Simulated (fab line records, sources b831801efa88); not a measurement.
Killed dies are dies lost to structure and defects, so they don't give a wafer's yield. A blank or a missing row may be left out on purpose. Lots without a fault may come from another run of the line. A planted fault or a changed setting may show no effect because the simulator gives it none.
One fault seen from 2 desks | flow sky130 | each desk has only its own numbers; what lay behind them comes last

THE TOOL OWNER'S DESK: lpcvd-03
The tool's own readings at SKY_SONOS_ONO_CVD_04 (deposits SiO2 from SiH4/N2O, target thk 5.7199 nm): means of the sampled wafers that have a number, for each lot that ran on this tool. A lot is out of limits, marked OUT, if its mean lies more than 4 standard deviations from the usual mean; the brackets give that distance.
Columns: A = zone_power_bottom_pct at SKY_SONOS_ONO_CVD_04, usual 27.7 %
lot  | first seen here | A
L553 | day 12 02:27    | 28.3
L554 | day 12 04:39    | 28.5
L556 | day 13 13:16    | 27.1
L557 | day 13 22:19    | 26.9
L559 | day 14 14:16    | 26.9
L560 | day 14 19:01    | 28.2
L561 | day 15 14:50    | 26.8
L564 | day 16 10:46    | 28.5
L565 | day 16 16:51    | 28.3
L567 | day 16 20:34    | 26.9
L566 | day 16 21:57    | 27.0
L568 | day 17 03:25    | 27.3
This desk's finding: nothing out of limits on any of the 12 lots.

THE METROLOGY DESK
What the gauges read, lot by lot, whatever tool the lot ran on: means of the sampled wafers that have a number. A lot is out of limits, marked OUT, if its mean lies more than 4 standard deviations from the usual mean; the brackets give that distance.
Columns: A = VT_ADJUST_PCH_OVL at SKY_VT_ADJUST_PCH_OVL_MEAS_07, usual -0.2 nm; B = SONOS_ONO_CVD_04_THK at SKY_SONOS_ONO_THK_MEAS_05, usual 5.87 nm
lot  | first seen here | A    | B
L553 | day 10 20:57    | -1.7 | 5.92
L554 | day 10 23:46    | -1.3 | 5.60
L556 | day 12 08:15    | 1.9  | 5.80
L557 | day 12 16:45    | 1.7  | 5.82
L559 | day 13 09:04    | 0.7  | 5.86
L560 | day 13 13:55    | -1.1 | 6.05
L561 | day 14 08:04    | 0.2  | 6.00
L564 | day 15 01:54    | 1.2  | 5.69
L565 | day 15 08:43    | 0.3  | 5.95
L567 | day 15 13:06    | 3.9  | 7.87 (+15) OUT
L566 | day 15 14:16    | -0.4 | 7.81 (+15) OUT
L568 | day 15 19:30    | -0.7 | 7.67 (+14) OUT
This desk's finding: out of limits on L566, L567, L568; first on L567, day 16 21:49 (SONOS_ONO_CVD_04_THK at SKY_SONOS_ONO_THK_MEAS_05). In limits: L553, L554, L556, L557, L559, L560, L561, L564, L565.

PUT TOGETHER
The metrology desk could have raised an alarm at day 16 21:49, on L566, L567, L568.
The tool owner's desk saw nothing out of limits.
The tool owner's desk has L566, L567, L568 on record, within its limits.
Of the lots named, all ran SKY_SONOS_ONO_CVD_04 on lpcvd-03.

WHAT THE SIMULATOR HAD PUT IN
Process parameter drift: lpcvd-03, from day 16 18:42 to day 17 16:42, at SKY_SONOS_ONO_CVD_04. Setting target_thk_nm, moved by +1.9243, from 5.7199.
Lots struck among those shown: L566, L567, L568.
Hours from the fault's start to each desk's first reading out of limits: the metrology desk, 3.
